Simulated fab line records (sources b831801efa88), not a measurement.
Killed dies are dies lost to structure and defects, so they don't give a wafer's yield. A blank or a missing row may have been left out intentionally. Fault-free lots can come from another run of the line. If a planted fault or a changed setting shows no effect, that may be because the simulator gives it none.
Which tool did it? -- flow sky130 -- at 1 step of a route of 708, 6 lots with 18 wafers sampled

== WHAT THE GAUGES READ, wafer by wafer ==
SKY_FIELD_ISO_THK_MEAS_02.
lot,measured,on,FIELD_ISO_OXIDATION_00_THK (nm)
L242,day 3 20:55,filmMetro-04,15.77 15.60 15.59
L244,day 4 04:39,filmMetro-02,12.30 12.01 12.10
L246,day 4 14:59,filmMetro-02,12.16 12.01 12.06
L250,day 5 11:31,filmMetro-03,12.46 12.06 12.21
L252,day 5 20:38,filmMetro-03,12.20 12.24 12.13
L254,day 6 06:38,filmMetro-03,12.15 12.10 12.07

== EACH LOT AND THE TOOL THAT RAN IT (in order: tool; ch and the chambers of the sampled wafers; start) ==
The record shows no process step preceding these readings.

== THE ANSWER, worked out from the rows above alone ==
Rule: the usual values come from the lots themselves. Put in order of their means at a reading, lots are off if they are a third of the lots or fewer, leave a main group of 4 or more, and stand apart from it by a gap of 3 or more times the standard deviation of the main group's means; of several such gaps the widest counts. A main group whose means are all the same, to the digits that the tables above print for the reading, isn't used. Also off: a lot with no number at a reading for which 4 or more lots have one. Any other lot the step has rows for is counted as sound.
Off: L242, seen at SKY_FIELD_ISO_THK_MEAS_02 (FIELD_ISO_OXIDATION_00_THK). The main group: mean 12.15 nm, standard deviation 0.06.
If a tool, at a process step before that reading, ran all the lots that are off and no sound lot after the first of them, it fits. Those tools and the gauges at SKY_FIELD_ISO_THK_MEAS_02 are tried in the same way. One candidate fits, namely filmMetro-04 at SKY_FIELD_ISO_THK_MEAS_02. It ran no sound lot before its first lot that is off in this sample, so the start can't be narrowed down.

== WHAT THE SIMULATOR HAD INSERTED ==
Metrology matching offset: filmMetro-04, from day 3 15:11 on, at SKY_FIELD_ISO_THK_MEAS_02. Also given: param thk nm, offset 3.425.
Shown lots that were struck: L242. The rule above found the same.
